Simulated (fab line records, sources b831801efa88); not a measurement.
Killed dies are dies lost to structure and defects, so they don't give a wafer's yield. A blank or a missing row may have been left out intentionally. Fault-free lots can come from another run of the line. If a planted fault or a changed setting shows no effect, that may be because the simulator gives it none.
fab line records	flow sky130
record lots=13	wafers=39	last-day=50
route steps=708 shown FIELD_ISO@25 PWDE@54 VT_ADJUST_NCORE@126 RES_PROTECT@214 PAD_OPEN@708
lots that met no fault: taken from a fault-free run of the same line
start-h: hours from the record's opening day to when the first of the lot's shown wafers began	wait-h: how many hours have passed since the lot's step before this one	" identical to the entry in the row above	L1.1+2: a row that stands for several wafers	- value missing, or start not given	* or withheld: withheld	< > ~ a bound
route shown NAME@n: names a module that has steps shown in the file, with the first one's number in the route	usual: average and standard deviation across the fault-free wafers	same: alike in all rows	chamber/n: place in a boat	sites: readings site by site	_std_site: their standard deviation	_edge_site: mean of outer sites minus mean of inner sites	radius-mm: for every site, how far away it sits from the centre of the wafer	mask NAME#n: copy n	behind: tool/chamber where the wafer was last shaped	hold: the reason the lot was held/the length of the hold in hours/how it ended	device: transistor that didn't switch, given as n, p or np	end of line: tests of these same wafers at the route's end	step lacking rows: just its recipe	killed: count of dies lost to structure and defects at first sort (not the wafer's yield)	map: a wafer's dies, marking killed ones x, the rest . and places with no die _
set.NAME: the setting that was run; set.NAME@STEP: the one run at that earlier step	model.NAME: the simulator's own value behind a step, which no gauge read
steps of the route over a sample of lots; a table a step, a row a wafer
services: the hour from which a tool's chamber was out of use, counted from the record's first day as start-h (under 0 if before that day), plus the number of hours and why
## steps
# step SKY_FIELD_ISO_CVD_24
# recipe material=SiO2	target-thk-nm=595	temp-c=650	sigma-open-frac=0.3	time-s=99.2	sih4-flow-sccm=60	pressure-mtorr=6
# usual pressure-mtorr=6.001/0.012	run-length-s=127.3/0.49
lot.wafer	tool	chamber	start-h	wait-h	pressure-mtorr	run-length-s
L873.2	hdpcvd-01	0	40.95	0.0	5.999	127.0
L873.3	"	2	"	"	6.004	127.9
L873.5	"	0	"	"	5.995	127.6
L874.1	hdpcvd-02	2	46.22	0.1	5.991	126.6
L874.3	"	0	"	"	5.989	126.8
L874.5	"	0	"	"	5.995	127.0
L876.2	hdpcvd-02	1	57.49	0.0	6.008	128.1
L876.3	"	0	"	"	6.010	126.8
L876.6	"	1	"	"	6.015	127.9
L884.2	hdpcvd-01	1	98.52	0.0	-	-
L884.4	"	1	"	"	-	-
L884.6	"	0	"	"	-	-
L885.3	hdpcvd-02	2	104.47	0.0	-	-
L885.4	"	1	"	"	-	-
L885.6	"	2	"	"	-	-
L886.1	hdpcvd-02	0	110.14	0.1	6.001	126.7
L886.4	"	2	"	"	6.016	126.8
L886.5	"	1	"	"	5.988	127.7
L887.2	hdpcvd-02	1	114.33	0.0	5.991	127.8
L887.3	"	2	"	"	5.996	127.4
L887.4	"	1	"	"	5.966	127.8
L888.1	hdpcvd-02	2	120.97	0.1	6.024	126.7
L888.2	"	1	"	"	6.013	127.4
L888.6	"	2	"	"	6.009	126.9
L889.1	hdpcvd-01	0	125.59	0.1	6.004	127.1
L889.3	"	1	"	"	5.985	127.4
L889.6	"	1	"	"	5.992	127.8
L890.1	hdpcvd-02	1	130.74	0.1	6.004	128.1
L890.2	"	2	"	"	5.979	127.1
L890.4	"	1	"	"	6.010	127.7
L891.2	hdpcvd-02	2	136.32	0.0	5.999	127.8
L891.5	"	1	"	"	6.010	127.4
L891.6	"	0	"	"	6.030	126.8
L893.1	hdpcvd-02	1	146.86	0.1	6.001	127.8
L893.4	"	0	"	"	5.998	126.6
L893.6	"	2	"	"	5.999	127.4
L894.2	hdpcvd-01	1	150.94	0.0	6.009	127.5
L894.5	"	1	"	"	6.005	127.7
L894.6	"	0	"	"	5.993	127.1
# step SKY_PWDE_STRIP_09
# recipe chemistry=O2/N2	power-w=1400	pressure-mtorr=1500	platen-temp-c=withheld	o2-flow-sccm=3000	n2-flow-sccm=300	overash-fraction=0.5
# usual drypump-motor-current-A=5.8/0.42	n2-flow-sccm=300.1/0.87	oes-product-au=0.723/0.0046	strip-time-to-endpoint-s=36.96/0.091
# same overash-fraction=0.5
lot.wafer	tool	chamber	start-h	wait-h	drypump-motor-current-A	n2-flow-sccm	oes-product-au	rf-hours-counter-h	strip-time-to-endpoint-s
L873.2	plasma-asher-01	1	77.98	0.1	5.9	301.2	0.717	40	36.96
L873.3	"	1	"	"	5.9	300.3	0.723	-	36.98
L873.5	"	1	"	"	5.9	300.5	0.718	-	37.03
L874.1	plasma-asher-01	1	83.58	0.1	5.9	299.8	0.723	40	36.96
L874.3	"	0	"	"	5.1	299.7	0.721	-	37.00
L874.5	"	0	"	"	5.1	299.8	0.727	-	36.99
L876.2	plasma-asher-01	1	96.53	0.1	5.9	300.9	0.718	42	37.07
L876.3	"	0	"	"	5.0	300.5	0.732	-	36.99
L876.6	"	0	"	"	5.1	299.8	0.728	-	36.93
L886.1	plasma-asher-01	0	153.48	0.1	5.0	299.6	0.717	47	36.92
L886.4	"	1	"	"	5.9	300.8	0.718	-	37.00
L886.5	"	1	"	"	5.9	299.4	0.718	-	37.04
L887.2	plasma-asher-04	1	161.43	0.1	6.1	299.3	0.723	32	37.07
L887.3	"	0	"	"	6.2	300.5	0.722	-	36.93
L887.4	"	1	"	"	6.1	300.2	0.715	-	36.93
L888.1	plasma-asher-01	0	164.88	0.1	5.1	299.5	0.720	49	36.94
L888.2	"	1	"	"	5.9	300.8	0.723	49	36.98
L888.6	"	0	"	"	5.0	299.9	0.723	-	37.00
L889.1	plasma-asher-04	1	171.38	0.1	6.1	301.2	0.726	33	36.99
L889.3	"	1	"	"	6.1	300.4	0.715	-	36.91
L889.6	"	1	"	"	6.1	300.7	0.721	-	36.87
L890.1	plasma-asher-03	0	178.52	0.1	5.5	301.0	0.722	7	36.83
L890.2	"	1	"	"	5.6	301.7	0.726	7	36.86
L890.4	"	0	"	"	5.6	299.9	0.717	-	36.82
L891.2	plasma-asher-01	1	183.47	0.1	5.9	299.8	0.716	51	36.91
L891.5	"	1	"	"	5.9	298.9	0.729	-	37.02
L891.6	"	0	"	"	5.0	301.1	0.718	-	36.95
L893.1	plasma-asher-04	0	194.77	0.1	6.2	300.3	0.719	36	36.95
L893.4	"	0	"	"	6.2	301.5	0.725	-	36.90
L893.6	"	0	"	"	6.2	299.4	0.726	-	37.04
L894.2	plasma-asher-04	1	198.23	0.1	6.1	300.5	0.713	36	37.06
L894.5	"	0	"	"	6.2	300.4	0.731	-	37.04
L894.6	"	1	"	"	6.1	298.2	0.721	-	37.12
# step SKY_VT_ADJUST_NCORE_CD_MEAS_07
# recipe target-cd-nm=380
# usual cd-nm=379.3/2.5
lot.wafer	tool	chamber	start-h	wait-h	cd-nm
L873.2	cd-sem-01	-	194.11	0.1	381.9
L873.3	"	-	"	"	380.0
L873.5	"	-	"	"	381.7
L874.1	cd-sem-01	-	200.43	0.1	378.6
L874.3	"	-	"	"	379.8
L874.5	"	-	"	"	378.8
L876.2	cd-sem-01	-	218.41	0.1	377.8
L876.3	"	-	"	"	379.1
L876.6	"	-	"	"	376.1
L886.1	cd-sem-01	-	289.49	0.1	377.9
L886.4	"	-	"	"	376.8
L886.5	"	-	"	"	379.1
L887.2	cd-sem-02	-	298.65	0.1	380.2
L887.3	"	-	"	"	380.2
L887.4	"	-	"	"	377.9
L888.1	cd-sem-02	-	303.81	0.2	375.1
L888.2	"	-	"	"	378.8
L888.6	"	-	"	"	377.3
L889.1	cd-sem-01	-	310.63	0.1	378.6
L889.3	"	-	"	"	378.2
L889.6	"	-	"	"	381.7
L890.1	cd-sem-01	-	320.11	0.1	381.1
L890.2	"	-	"	"	377.1
L890.4	"	-	"	"	380.8
L891.2	cd-sem-01	-	327.31	0.1	384.1
L891.5	"	-	"	"	385.4
L891.6	"	-	"	"	382.8
L893.1	cd-sem-01	-	339.14	0.1	379.8
L893.4	"	-	"	"	379.7
L893.6	"	-	"	"	379.1
L894.2	cd-sem-01	-	344.10	0.1	379.3
L894.5	"	-	"	"	377.7
L894.6	"	-	"	"	378.2
# step SKY_RES_PROTECT_STRIP_07
# recipe chemistry=O2/N2	power-w=1400	pressure-mtorr=1500	platen-temp-c=withheld	o2-flow-sccm=3000	n2-flow-sccm=300	overash-fraction=0.5
# usual drypump-motor-current-A=5.7/0.32	n2-flow-sccm=300.0/0.89	oes-product-au=0.517/0.0046	strip-time-to-endpoint-s=23.29/0.049
# same overash-fraction=0.5
lot.wafer	tool	chamber	start-h	wait-h	drypump-motor-current-A	n2-flow-sccm	oes-product-au	rf-hours-counter-h	strip-time-to-endpoint-s
L873.2	plasma-asher-02	1	352.09	0.1	5.7	297.4	0.522	69	23.28
L873.3	"	1	"	"	5.7	299.4	0.509	-	23.26
L873.5	"	0	"	"	6.1	299.7	0.525	-	23.34
L874.1	plasma-asher-02	1	359.93	0.1	5.7	299.8	0.520	70	23.31
L874.3	"	0	"	"	6.1	299.8	0.518	-	23.26
L874.5	"	1	"	"	5.7	298.8	0.522	-	23.31
L876.2	plasma-asher-02	0	380.79	0.1	6.1	298.6	0.517	72	23.33
L876.3	"	0	"	"	6.1	299.0	0.512	-	23.30
L876.6	"	0	"	"	6.1	298.9	0.510	-	23.30
L886.1	plasma-asher-01	0	471.04	0.1	5.0	300.1	0.523	4	23.30
L886.4	"	0	"	"	5.0	300.5	0.516	-	23.22
L886.5	"	1	"	"	5.9	299.9	0.521	-	23.24
L887.2	plasma-asher-02	1	484.09	0.1	5.7	298.9	0.522	83	23.42
L887.3	"	1	"	"	5.7	298.9	0.511	-	23.38
L887.4	"	0	"	"	6.1	299.8	0.518	-	23.32
L888.1	plasma-asher-03	0	487.82	0.1	5.6	299.6	0.519	38	23.25
L888.2	"	1	"	"	5.6	299.6	0.521	38	23.27
L888.6	"	1	"	"	5.6	298.9	0.516	-	23.28
L889.1	plasma-asher-02	0	496.47	0.1	6.1	299.1	0.518	84	23.24
L889.3	"	0	"	"	6.1	299.4	0.516	-	23.28
L889.6	"	0	"	"	6.1	299.7	0.520	-	23.26
L890.1	plasma-asher-02	0	510.79	0.1	6.1	299.9	0.517	85	23.26
L890.2	"	1	"	"	5.7	300.9	0.517	85	23.22
L890.4	"	0	"	"	6.1	299.6	0.519	-	23.20
L891.2	plasma-asher-01	1	514.37	0.1	5.9	299.4	0.515	8	23.34
L891.5	"	0	"	"	5.0	299.5	0.514	-	23.33
L891.6	"	1	"	"	5.9	300.9	0.519	-	23.33
L893.1	plasma-asher-03	1	535.04	0.1	5.6	299.3	0.509	43	23.32
L893.4	"	0	"	"	5.6	300.8	0.524	-	23.33
L893.6	"	0	"	"	5.6	300.0	0.511	-	23.36
L894.2	plasma-asher-02	0	540.22	0.1	6.1	300.6	0.508	89	23.29
L894.5	"	1	"	"	5.7	300.2	0.521	-	23.31
L894.6	"	0	"	"	6.1	300.1	0.511	-	23.25
# step SKY_PAD_OPEN_PROBE_99
# usual defect-limited-yield=82.4/1.8	killed_at_M0_to_M3=44/7.2	killed_at_M4_up=3.5/1.8	killed-at-contacts=25/5.1	killed-at-front-end=14/4.4	killed-at-other=0.4/0.58	killed-dies=87/9.1	killed-on-rim=17/3.9	killed-open=48/6.9	killed-short=38/6.3	sort_bin_3_pad_short=0.9/0.43	sort_bin_5_function=10.5/1.5	sort_bin_6_memory=6.3/1.1	sort-n-pass=405/9.1	sort-yield-pct=82.4/1.8
# same gross-dies=492	killed-at-back-side=0	sort_bin_4_leakage[%]=0	sort_bin_8_speed[%]=0
lot.wafer	tool	chamber	start-h	wait-h	defect-limited-yield[%]	killed_at_M0_to_M3	killed_at_M4_up	killed-at-contacts	killed-at-front-end	killed-at-other	killed-dies	killed-on-rim	killed-open	killed-short	sort_bin_3_pad_short[%]	sort_bin_5_function[%]	sort_bin_6_memory[%]	sort-n-pass	sort-yield-pct[%]
L873.2	prober-02	-	1087.03	0.1	80.3	41	8	24	23	1	97	21	48	48	1.0	11.6	7.1	395	80.3
L873.3	prober-02	-	1087.08	0.2	80.9	52	3	25	14	0	94	16	51	43	0.8	11.8	6.5	398	80.9
L873.5	prober-02	-	1087.18	0.2	82.5	42	5	30	8	1	86	15	52	33	1.0	11.0	5.5	406	82.5
L874.1	prober-01	-	1091.55	0.1	83.1	42	3	21	17	0	83	18	43	40	1.6	9.3	5.9	409	83.1
L874.3	prober-01	-	1091.65	0.2	83.9	38	4	25	12	0	79	16	47	32	1.2	9.6	5.3	413	83.9
L874.5	prober-01	-	1091.75	0.2	82.1	40	7	25	16	0	88	17	43	45	1.0	10.8	6.1	404	82.1
L876.2	prober-01	-	1103.40	0.1	80.7	48	3	20	23	1	95	17	52	42	0.8	10.6	7.9	397	80.7
L876.3	prober-01	-	1103.45	0.2	82.7	45	3	25	11	1	85	16	46	39	0.4	10.4	6.5	407	82.7
L876.6	prober-01	-	1103.60	0.2	83.1	34	3	30	16	0	83	19	56	26	0.4	10.4	6.1	409	83.1
L886.1	prober-02	-	1161.56	0.1	84.3	48	3	19	6	1	77	15	46	31	0.6	8.5	6.5	415	84.3
L886.4	prober-02	-	1161.71	0.2	82.7	43	3	25	14	0	85	19	45	40	1.0	10.6	5.7	407	82.7
L886.5	prober-02	-	1161.76	0.2	82.3	45	2	25	14	1	87	16	50	37	0.8	9.6	7.3	405	82.3
L887.2	prober-01	-	1169.50	0.1	81.5	38	8	30	14	1	91	13	45	45	0.2	10.8	7.5	401	81.5
L887.3	prober-01	-	1169.55	0.2	82.9	45	5	21	13	0	84	12	50	34	1.4	11.2	4.5	408	82.9
L887.4	prober-01	-	1169.60	0.2	84.3	40	3	20	14	0	77	12	39	38	1.0	9.3	5.3	415	84.3
L888.1	prober-02	-	1172.35	0.1	79.7	48	4	36	11	1	100	19	54	44	1.4	11.2	7.7	392	79.7
L888.2	prober-02	-	1172.40	0.1	80.3	48	0	27	22	0	97	17	56	41	1.8	12.0	5.9	395	80.3
L888.6	prober-02	-	1172.60	0.2	80.3	42	5	37	13	0	97	14	64	32	0.2	12.2	7.3	395	80.3
L889.1	prober-01	-	1175.69	0.1	81.9	50	4	26	9	0	89	22	45	41	1.4	10.6	6.1	403	81.9
L889.3	prober-01	-	1175.79	0.2	80.3	62	2	26	7	0	97	22	53	43	1.4	9.3	8.9	395	80.3
L889.6	prober-01	-	1175.94	0.2	79.7	58	1	26	15	0	100	14	58	42	0.8	12.2	7.3	392	79.7
L890.1	prober-02	-	1185.86	0.1	81.9	41	3	25	19	1	89	18	42	46	0.8	12.0	5.3	403	81.9
L890.2	prober-02	-	1185.91	0.1	82.9	39	3	20	21	1	84	18	52	31	0.6	10.4	6.1	408	82.9
L890.4	prober-02	-	1186.01	0.2	86.4	26	3	20	15	3	67	12	31	33	1.4	7.1	5.1	425	86.4
L891.2	prober-01	-	1187.70	0.1	83.9	30	2	30	17	0	79	15	38	41	0.4	10.6	5.1	413	83.9
L891.5	prober-01	-	1187.85	0.2	84.1	48	4	19	7	0	78	17	37	41	0.6	9.6	5.7	414	84.1
L891.6	prober-01	-	1187.90	0.2	83.7	45	6	22	6	1	80	16	47	33	0.2	10.4	5.7	412	83.7
L893.1	prober-01	-	1195.86	0.1	82.3	44	5	23	15	0	87	17	48	39	0.6	10.2	6.9	405	82.3
L893.4	prober-01	-	1196.01	0.2	79.1	53	6	29	15	0	103	17	54	49	0.4	15.0	5.5	389	79.1
L893.6	prober-01	-	1196.11	0.2	80.9	41	2	27	24	0	94	24	49	45	0.6	13.0	5.5	398	80.9
L894.2	prober-02	-	1200.71	0.1	84.3	39	4	19	14	1	77	15	39	38	0.6	9.3	5.7	415	84.3
L894.5	prober-02	-	1200.86	0.2	82.1	37	2	33	15	1	88	16	44	44	0.8	9.6	7.5	404	82.1
L894.6	prober-02	-	1200.91	0.2	83.1	42	3	27	11	0	83	15	45	38	0.6	10.0	6.3	409	83.1
# killed by level:class
L873.2 CONTACT:geometric-particle:open=10 VIA1:geometric-particle:open=9 POLY_GATE:geometric-particle:short=8 VIA2:geometric-particle:short=8 METAL4:geometric-particle:short=8 LI_CONTACT:geometric-particle:open=7 VIA2:geometric-particle:open=7 FIELD_ISO:geometric-particle:short=4
L873.3 VIA1:geometric-particle:open=11 VIA2:geometric-particle:open=10 LI_CONTACT:geometric-particle:open=8 CONTACT:geometric-particle:short=8 METAL2:geometric-particle:short=7 CONTACT:geometric-particle:open=4 METAL1:geometric-particle:short=4 VIA1:geometric-particle:short=4
L873.5 CONTACT:geometric-particle:open=10 LI_CONTACT:geometric-particle:open=9 VIA1:geometric-particle:open=9 VIA2:geometric-particle:open=7 VIA1:geometric-particle:short=7 LOCAL_INTERCONNECT:geometric-particle:short=4 METAL2:geometric-particle:short=4 VIA3:geometric-particle:open=4
L874.1 CONTACT:geometric-particle:open=11 VIA1:geometric-particle:open=8 VIA2:geometric-particle:open=8 POLY_GATE:geometric-particle:short=7 CONTACT:geometric-particle:short=6 VIA3:geometric-particle:short=5 FIELD_ISO:geometric-particle:open=4 VIA2:geometric-particle:short=4
L874.3 LI_CONTACT:geometric-particle:open=11 VIA1:geometric-particle:open=11 CONTACT:geometric-particle:open=7 VIA2:geometric-particle:open=7 METAL2:geometric-particle:short=5 LI_CONTACT:geometric-particle:short=4 VIA3:geometric-particle:open=4 POLY_GATE:geometric-particle:short=3
L874.5 VIA2:geometric-particle:open=9 CONTACT:geometric-particle:short=7 POLY_GATE:geometric-particle:short=7 CONTACT:geometric-particle:open=7 VIA1:geometric-particle:open=7 VIA3:geometric-particle:open=7 LI_CONTACT:geometric-particle:open=5 METAL1:geometric-particle:short=5
L876.2 VIA1:geometric-particle:open=11 VIA3:geometric-particle:open=10 LI_CONTACT:geometric-particle:open=7 FIELD_ISO:geometric-particle:open=6 VIA2:geometric-particle:open=6 VIA3:geometric-particle:short=6 FIELD_ISO:geometric-particle:short=5 POLY_GATE:geometric-particle:open=5
L876.3 VIA3:geometric-particle:open=10 LI_CONTACT:geometric-particle:open=7 CONTACT:geometric-particle:short=7 VIA1:geometric-particle:open=7 FIELD_ISO:geometric-particle:open=6 CONTACT:geometric-particle:open=6 METAL1:geometric-particle:short=6 VIA2:geometric-particle:open=6
L876.6 LI_CONTACT:geometric-particle:open=14 CONTACT:geometric-particle:open=14 VIA1:geometric-particle:open=6 POLY_GATE:geometric-particle:open=5 VIA1:geometric-particle:short=5 METAL1:geometric-particle:short=5 FIELD_ISO:geometric-particle:open=4 VIA2:geometric-particle:open=4
L886.1 VIA1:geometric-particle:open=14 LI_CONTACT:geometric-particle:open=8 VIA2:geometric-particle:open=8 METAL2:geometric-particle:short=7 METAL1:geometric-particle:short=6 VIA3:geometric-particle:open=6 FIELD_ISO:geometric-particle:open=4 LOCAL_INTERCONNECT:geometric-particle:short=4
L886.4 LI_CONTACT:geometric-particle:open=8 METAL2:geometric-particle:short=8 CONTACT:geometric-particle:open=7 FIELD_ISO:geometric-particle:open=6 VIA1:geometric-particle:open=6 VIA3:geometric-particle:open=5 VIA2:geometric-particle:short=5 VIA2:geometric-particle:open=5
L886.5 VIA1:geometric-particle:open=12 LI_CONTACT:geometric-particle:open=11 METAL2:geometric-particle:short=7 CONTACT:geometric-particle:open=7 VIA2:geometric-particle:open=6 METAL3:geometric-particle:short=6 METAL1:geometric-particle:short=4 VIA1:geometric-particle:short=4
L887.2 VIA1:geometric-particle:open=10 CONTACT:geometric-particle:open=9 CONTACT:geometric-particle:short=8 METAL1:geometric-particle:short=7 VIA3:geometric-particle:open=5 LI_CONTACT:geometric-particle:open=5 LOCAL_INTERCONNECT:geometric-particle:short=5 VIA2:geometric-particle:open=5
L887.3 VIA1:geometric-particle:open=14 CONTACT:geometric-particle:open=7 METAL2:geometric-particle:short=7 POLY_GATE:geometric-particle:open=5 LI_CONTACT:geometric-particle:open=5 VIA2:geometric-particle:open=5 METAL4:geometric-particle:short=5 CONTACT:geometric-particle:short=4
L887.4 VIA1:geometric-particle:open=11 VIA3:geometric-particle:open=7 METAL2:geometric-particle:short=6 LI_CONTACT:geometric-particle:open=6 LOCAL_INTERCONNECT:geometric-particle:short=6 FIELD_ISO:geometric-particle:short=5 METAL3:geometric-particle:short=5 FIELD_ISO:geometric-particle:open=4
L888.1 VIA1:geometric-particle:open=18 CONTACT:geometric-particle:open=11 LI_CONTACT:geometric-particle:open=9 METAL2:geometric-particle:short=7 CONTACT:geometric-particle:short=7 LI_CONTACT:geometric-particle:short=6 VIA1:geometric-particle:short=5 VIA3:geometric-particle:open=5
L888.2 CONTACT:geometric-particle:open=13 POLY_GATE:geometric-particle:open=8 LI_CONTACT:geometric-particle:open=8 VIA1:geometric-particle:open=8 POLY_GATE:geometric-particle:short=6 METAL1:geometric-particle:short=6 VIA1:geometric-particle:short=6 VIA3:geometric-particle:open=4
L888.6 LI_CONTACT:geometric-particle:open=16 CONTACT:geometric-particle:open=11 VIA2:geometric-particle:open=10 VIA1:geometric-particle:open=8 POLY_GATE:geometric-particle:open=6 LOCAL_INTERCONNECT:geometric-particle:short=5 VIA3:geometric-particle:open=5 POLY_GATE:geometric-particle:short=4
L889.1 VIA1:geometric-particle:open=16 CONTACT:geometric-particle:open=10 VIA1:geometric-particle:short=9 CONTACT:geometric-particle:short=6 METAL1:geometric-particle:short=4 METAL2:geometric-particle:short=4 VIA2:geometric-particle:open=4 VIA3:geometric-particle:short=4
L889.3 VIA1:geometric-particle:open=14 METAL1:geometric-particle:short=10 LI_CONTACT:geometric-particle:open=9 CONTACT:geometric-particle:open=9 VIA3:geometric-particle:open=9 METAL2:geometric-particle:short=8 VIA2:geometric-particle:open=6 VIA3:geometric-particle:short=5
L889.6 VIA1:geometric-particle:open=13 CONTACT:geometric-particle:open=9 VIA3:geometric-particle:open=8 VIA2:geometric-particle:open=7 LI_CONTACT:geometric-particle:open=7 METAL1:geometric-particle:short=7 VIA1:geometric-particle:short=6 METAL2:geometric-particle:short=5
L890.1 CONTACT:geometric-particle:open=10 VIA1:geometric-particle:short=10 FIELD_ISO:geometric-particle:open=7 LOCAL_INTERCONNECT:geometric-particle:short=6 VIA1:geometric-particle:open=6 VIA3:geometric-particle:open=6 FIELD_ISO:geometric-particle:short=4 CONTACT:geometric-particle:short=4
L890.2 VIA1:geometric-particle:open=10 LI_CONTACT:geometric-particle:open=8 VIA2:geometric-particle:open=7 FIELD_ISO:geometric-particle:open=5 METAL1:geometric-particle:short=5 VIA3:geometric-particle:open=5 POLY_GATE:geometric-particle:short=4 CONTACT:geometric-particle:short=4
L890.4 CONTACT:geometric-particle:open=6 VIA2:geometric-particle:open=5 FIELD_ISO:geometric-particle:short=4 FIELD_ISO:geometric-particle:open=4 LI_CONTACT:geometric-particle:open=4 LI_CONTACT:geometric-particle:short=4 POLY_GATE:geometric-particle:short=3 LOCAL_INTERCONNECT:geometric-particle:short=3
L891.2 LI_CONTACT:geometric-particle:open=10 CONTACT:geometric-particle:open=10 CONTACT:geometric-particle:short=6 METAL2:geometric-particle:short=6 VIA2:geometric-particle:open=5 FIELD_ISO:geometric-particle:open=4 FIELD_ISO:geometric-particle:short=4 VIA1:geometric-particle:open=4
L891.5 METAL2:geometric-particle:short=15 CONTACT:geometric-particle:open=9 VIA3:geometric-particle:open=8 LI_CONTACT:geometric-particle:open=5 VIA1:geometric-particle:open=5 VIA2:geometric-particle:open=5 VIA3:geometric-particle:short=4 METAL1:geometric-particle:short=4
L891.6 VIA1:geometric-particle:open=11 LI_CONTACT:geometric-particle:open=10 VIA2:geometric-particle:open=9 METAL2:geometric-particle:short=9 CONTACT:geometric-particle:open=6 METAL4:geometric-particle:short=5 LI_CONTACT:geometric-particle:short=3 LOCAL_INTERCONNECT:geometric-particle:short=3
L893.1 VIA1:geometric-particle:open=12 METAL3:geometric-particle:short=7 CONTACT:geometric-particle:open=7 VIA2:geometric-particle:open=6 LI_CONTACT:geometric-particle:open=6 FIELD_ISO:geometric-particle:short=5 VIA3:geometric-particle:open=5 LOCAL_INTERCONNECT:geometric-particle:short=4
L893.4 VIA1:geometric-particle:open=15 LI_CONTACT:geometric-particle:open=10 CONTACT:geometric-particle:short=7 LOCAL_INTERCONNECT:geometric-particle:short=6 VIA1:geometric-particle:short=6 METAL2:geometric-particle:short=6 VIA3:geometric-particle:open=6 POLY_GATE:geometric-particle:short=5
L893.6 CONTACT:geometric-particle:open=8 VIA1:geometric-particle:open=8 POLY_GATE:geometric-particle:open=7 LI_CONTACT:geometric-particle:open=7 VIA2:geometric-particle:open=7 CONTACT:geometric-particle:short=6 VIA1:geometric-particle:short=6 METAL2:geometric-particle:short=6
L894.2 VIA1:geometric-particle:open=10 METAL1:geometric-particle:short=8 FIELD_ISO:geometric-particle:open=7 CONTACT:geometric-particle:short=7 CONTACT:geometric-particle:open=6 VIA2:geometric-particle:open=6 LI_CONTACT:geometric-particle:open=5 FIELD_ISO:geometric-particle:short=4
L894.5 CONTACT:geometric-particle:open=12 VIA1:geometric-particle:open=9 LI_CONTACT:geometric-particle:open=8 POLY_GATE:geometric-particle:short=6 LOCAL_INTERCONNECT:geometric-particle:short=6 VIA2:geometric-particle:open=6 VIA1:geometric-particle:short=5 METAL2:geometric-particle:short=5
L894.6 CONTACT:geometric-particle:open=10 VIA3:geometric-particle:open=9 VIA1:geometric-particle:open=8 CONTACT:geometric-particle:short=6 METAL1:geometric-particle:short=6 LI_CONTACT:geometric-particle:open=5 VIA1:geometric-particle:short=4 LOCAL_INTERCONNECT:geometric-particle:short=4
## services
tool	chamber	start-h	hours	kind
hdpcvd-01	1	24.41	6.3	repair
hdpcvd-01	1	43.97	6.9	repair
hdpcvd-01	-	66.75	15.0	pm
hdpcvd-02	2	93.20	11.1	repair
plasma-asher-02	-	96.84	0.9	repair
hdpcvd-01	2	118.60	85.3	repair
plasma-asher-02	-	126.50	2.8	pm
plasma-asher-04	-	127.61	28.1	pm
plasma-asher-01	-	130.29	4.3	repair
hdpcvd-01	0	161.12	14.5	repair
hdpcvd-02	-	167.37	1.0	repair
hdpcvd-01	2	269.17	7.8	repair
hdpcvd-01	-	270.16	0.2	repair
hdpcvd-01	-	282.45	1.4	repair
hdpcvd-01	0	332.19	6.3	repair
plasma-asher-01	-	360.48	13.5	repair
hdpcvd-02	-	366.25	15.0	pm
plasma-asher-01	-	383.41	2.2	repair
plasma-asher-04	-	407.02	2.8	pm
plasma-asher-02	-	415.73	0.4	repair
plasma-asher-01	-	421.25	9.0	pm
hdpcvd-02	-	451.85	1.6	repair
hdpcvd-02	0	467.35	1.7	repair
plasma-asher-01	-	473.14	2.8	pm
## key
first-sign step=SKY_FIELD_ISO_CVD_24	reading=tool-record	direction=missing
effect none on later readings
met-at SKY_FIELD_ISO_CVD_24
struck-lots L884,L885
scrapped-behind SKY_FIELD_ISO_THK_MEAS_25 L884.2,L884.4,L884.6,L885.3,L885.4,L885.6
not-acting-at SKY_PWDE_STRIP_09,SKY_VT_ADJUST_NCORE_CD_MEAS_07,SKY_RES_PROTECT_STRIP_07
onset-between 57.49 98.52
fault kind=skipped-step-whole	tool=hdpcvd-01,hdpcvd-02	chamber=-	onset-h=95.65	steps=SKY_FIELD_ISO_CVD_24	scope=struck-lots-only
